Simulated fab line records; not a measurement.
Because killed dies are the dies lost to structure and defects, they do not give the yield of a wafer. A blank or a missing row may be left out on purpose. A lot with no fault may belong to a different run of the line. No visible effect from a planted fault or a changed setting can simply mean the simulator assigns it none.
A struck lot beside a sound one | flow sky130 | 35 steps out of a route of 708
Sound: the wafers L491.2, L491.3, L491.6. Struck: wafer L499.4 (L499.5, L499.6, from the same lot, were not struck and are left out); the cause is given at the end.
Order at every step that has rows: each side's tool, ch and its chambers, its first start. Under that, the readings that differ: sound wafers | struck wafers | difference of the means | sigmas: that difference in standard deviations of wafers without a fault.
alike: readings with means less than 2 such deviations apart, plus words and numbers identical on both sides. not compared: withheld readings, readings lacking a value on some wafer, bounds such as >300 that could conceal the same value, and numbers that have no deviation in the record and whose values overlap.
The two part at a step that has a row with sigmas, a row that says differs or no value, or rows on one side only. Numbers that don't overlap but have no deviation are shown without sigmas and don't part them. A reading missing from all wafers of one side parts the sides only when that side holds two or more wafers.

first, 4 steps without rows for these wafers: SKY_METAL5_SOFTBAKE_10 (time 60 s); SKY_METAL5_EXPOSE_11 (exposes mask MM5, target cd 1600 nm); SKY_METAL5_PEB_12; SKY_METAL5_DEVELOP_13 (develop time 60 s).
SKY_METAL5_DESCUM_14: chemistry O2, time 11 s.
  sound on rieMetal-03 ch 0, day 44 16:13; struck on rieMetal-04 ch 1, day 46 09:53
reading             | sound             | struck | difference | sigmas
oesProductAu (a.u.) | 1.006 1.010 1.020 | 0.985  | -0.027     | -3
  alike: drypumpMotorCurrentA
  not compared: rfHoursCounterH
SKY_METAL5_METAL_ETCH_15: etches the open film in Cl2/BCl3, stops on SiO2, target depth 1260 nm, time 252 s.
  sound on rieMetal-03 ch 0, day 44 16:14; struck on rieMetal-04 ch 1, day 46 09:59
  alike: bcl3FlowSccm, drypumpMotorCurrentA, oesProductAu, throttleValvePct
  not compared: rfHoursCounterH
SKY_METAL5_STRIP_16: strips in O2/N2.
  sound on plasmaAsher-04 ch 0,1, day 44 16:29; struck on plasmaAsher-01 ch 0, day 46 10:10
reading                  | sound             | struck | difference | sigmas
stripTimeToEndpointS (s) | 12.79 12.81 12.83 | 13.30  | +0.49      | +4
  alike: drypumpMotorCurrentA, oesProductAu
  not compared: rfHoursCounterH
then, 3 steps without rows for these wafers: SKY_METAL5_STRIP_17 (strips in post etch residue remover, time 1200 s); SKY_METAL5_CLEAN_18 (cleans in IPA, time 180 s); SKY_METAL5_CLEAN_19 (cleans in O3/DIW).
SKY_PASSIVATION_CVD_00: deposits SiO2, target thk 90 nm.
  sound on pecvd-01 ch 0,2, day 44 17:07; struck on pecvd-04 ch 0, day 46 10:45
  alike: heaterPowerW, susceptorTempC
SKY_PASSIVATION_THK_MEAS_01:
  sound on filmMetro-02, day 44 17:08; struck on filmMetro-04, day 46 10:47
  alike: PASSIVATION_CVD_00_THK
SKY_PASSIVATION_CVD_02: deposits Si3N4, target thk 540 nm.
  sound on pecvd-04 ch 0,2, day 44 17:11; struck on pecvd-01 ch 0, day 46 10:56
reading                                      | sound           | struck | difference | sigmas
model.Si3N4_of_PASSIVATION_CVD_02.thkNm (nm) | 525.2 533 538.1 | 255.8  | -276.3     | 
  alike: heaterPowerW, susceptorTempC
SKY_PASSIVATION_THK_MEAS_03:
  sound on filmMetro-02, day 44 17:32; struck on filmMetro-01, day 46 11:05
reading                     | sound       | struck | difference | sigmas
PASSIVATION_CVD_02_THK (nm) | 525 533 538 | 256    | -276       | -45
then, 7 steps without rows for these wafers: SKY_PASSIVATION_DEHYDRATE_04 (time 60 s); SKY_PASSIVATION_HMDS_05 (prime time 60 s); SKY_PASSIVATION_COAT_06 (resist thk 3000 nm); SKY_PASSIVATION_SOFTBAKE_07; SKY_PASSIVATION_EXPOSE_08 (exposes mask NSM, target cd 3000 nm); SKY_PASSIVATION_PEB_09; SKY_PASSIVATION_DEVELOP_10 (develop time 61.54 s).
SKY_PASSIVATION_ETCH_11: etches the open film in CF4/O2, stops on AlCu, target depth 725 nm, time 161.1 s.
  sound on rieDiel-02 ch 0,3, day 45 15:07; struck on rieDiel-02 ch 1, day 47 07:10
reading                               | sound             | struck | difference | sigmas
oesProductAu (a.u.)                   | 0.966 0.969 0.977 | 0.738  | -0.233     | -36
throttleValvePct (%)                  | 5.959 5.956 5.979 | 5.902  | -0.063     | -7
model.PASSIVATION.featureDepthNm (nm) | 689.9 698.5 704.1 | 419.2  | -278.3     | 
model.etch.depthNm (nm)               | 689.9 698.5 704.1 | 419.2  | -278.3     | 
  alike: drypumpMotorCurrentA
  not compared: rfHoursCounterH
SKY_PASSIVATION_STRIP_12: strips in O2/N2.
  sound on plasmaAsher-02 ch 0,1, day 45 15:13; struck on plasmaAsher-01 ch 1, day 47 07:19
  alike: drypumpMotorCurrentA, oesProductAu, stripTimeToEndpointS
  not compared: rfHoursCounterH
then, 7 steps without rows for these wafers: SKY_PAD_OPEN_DEHYDRATE_00 (time 58.43 s); SKY_PAD_OPEN_HMDS_01 (prime time 60 s); SKY_PAD_OPEN_COAT_02 (resist thk 3000 nm); SKY_PAD_OPEN_SOFTBAKE_03; SKY_PAD_OPEN_EXPOSE_04 (exposes mask PDM, target cd 60000 nm); SKY_PAD_OPEN_PEB_05; SKY_PAD_OPEN_DEVELOP_06 (develop time 60 s).
SKY_PAD_OPEN_ETCH_07: etches the open film in CF4/O2, stops on AlCu, target depth 725 nm, time 161.1 s.
  sound on rieDiel-01 ch 0,1,2, day 46 11:40; struck on rieDiel-01 ch 3, day 48 02:55
reading                            | sound             | struck | difference | sigmas
oesProductAu (a.u.)                | 0.962 0.976 0.982 | 0.741  | -0.232     | -37
throttleValvePct (%)               | 5.964 5.957 5.952 | 5.896  | -0.062     | -7
model.PAD_OPEN.featureDepthNm (nm) | 689.9 698.5 704.1 | 419.2  | -278.3     | 
model.etch.depthNm (nm)            | 689.9 698.5 704.1 | 419.2  | -278.3     | 
  alike: drypumpMotorCurrentA
  not compared: rfHoursCounterH
then, 1 step without rows for these wafers: SKY_PAD_OPEN_STRIP_08 (strips in O2/N2).
SKY_PAD_OPEN_STRIP_09: strips in post etch residue remover, time 1200 s.
  sound on wetBench-02 ch 1, day 46 11:55; struck on wetBench-02 ch 0, day 48 03:10
reading                                      | sound             | struck | difference | sigmas
model.Si3N4_of_PASSIVATION_CVD_02.thkNm (nm) | 524.8 532.7 537.7 | 255.4  | -276.3     | 
then, 1 step without rows for these wafers: SKY_PAD_OPEN_CLEAN_10 (cleans in IPA, time 180 s).
SKY_PAD_OPEN_PROBE_99:
  sound on prober-01, day 46 14:10; struck on prober-01, day 48 05:26
  alike: defectLimitedYield, killed_at_M0_to_M3, killed_at_M4_up, killedAtContacts, killedAtFrontEnd, killedAtOther, killedDies, killedOnRim, killedOpen, killedShort, sort_bin_3_pad_short, sort_bin_5_function, sort_bin_6_memory, sortNPass, sortYieldPct

## WHERE THEY PART
First at SKY_METAL5_DESCUM_14; last, within this record, at SKY_PAD_OPEN_ETCH_07. Later steps at which nothing parts them and some readings are alike: SKY_PAD_OPEN_PROBE_99.

WHY: whatever the simulator had introduced
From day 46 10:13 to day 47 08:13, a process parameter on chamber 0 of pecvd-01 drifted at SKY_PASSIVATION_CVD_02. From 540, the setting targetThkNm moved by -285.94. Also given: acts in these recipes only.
